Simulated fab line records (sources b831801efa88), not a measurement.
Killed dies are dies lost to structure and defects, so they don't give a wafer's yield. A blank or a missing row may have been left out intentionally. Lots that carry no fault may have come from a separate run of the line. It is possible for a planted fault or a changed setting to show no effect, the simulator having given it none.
Which tool did it? ; flow sky130 ; 6 lots, 18 wafers sampled, at 2 steps of a route of 708

WHAT THE GAUGES SHOWED, per wafer
SKY_NWELL_RS_MEAS_31: measurement is done with a four-point probe.
lot;measured;on;PWDE_RS (ohm/sq)
L446;day 5 13:45;film-metro-03;5262 5301 5283
L451;day 6 18:10;film-metro-03;5295 5278 5274
L455;day 7 19:02;film-metro-04;5443 5420 5423
L457;day 8 09:34;film-metro-04;5249 5248 5244
L463;day 9 18:47;film-metro-01;5290 5314 5287
L467;day 10 19:14;film-metro-01;5326 5318 5331

WHICH TOOL RAN EACH LOT (tool, then ch and the chambers of the sampled wafers, then the start)
lot;SKY_PWDE_IMPLANT_08
L446;implanter-04 ch 0, day 4 01:51
L451;implanter-04 ch 0, day 5 03:32
L455;implanter-03 ch 0, day 6 03:43
L457;implanter-04 ch 0, day 6 17:42
L463;implanter-04 ch 0, day 8 00:08
L467;implanter-02 ch 0, day 8 22:37
- SKY_PWDE_IMPLANT_08

THE ANSWER, worked out from the rows above alone
Rule: what is usual is taken from the lots themselves. Put in order of their means at a reading, lots are off if they are a third of the lots or fewer, leave a main group of 4 or more, and stand apart from it by a gap of 3 or more times the standard deviation of the main group's means; of several such gaps the widest counts. If all means in a main group match to the digits the tables above print for the reading, that group is not used. A lot without any number at a reading at which 4 lots or more have one is off too. The other lots that the step has rows for count as sound.
Off: L455, at SKY_NWELL_RS_MEAS_31 (PWDE_RS). Main group: mean 5287 ohm/sq, sd 25.
If a tool, at a process step before that reading, ran all the lots that are off and no sound lot after the first of them, it fits. The gauges at SKY_NWELL_RS_MEAS_31 are tried like those tools. One candidate fits, namely implanter-03 at SKY_PWDE_IMPLANT_08. It ran no sound lot before its first lot that is off in this sample, so the start can't be narrowed down.

WHAT THE SIMULATOR HAD PUT IN
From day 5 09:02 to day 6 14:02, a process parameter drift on implanter-03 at SKY_PWDE_IMPLANT_08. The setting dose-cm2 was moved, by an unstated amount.
Lots struck among those shown: L455. The rule above reached the same finding.
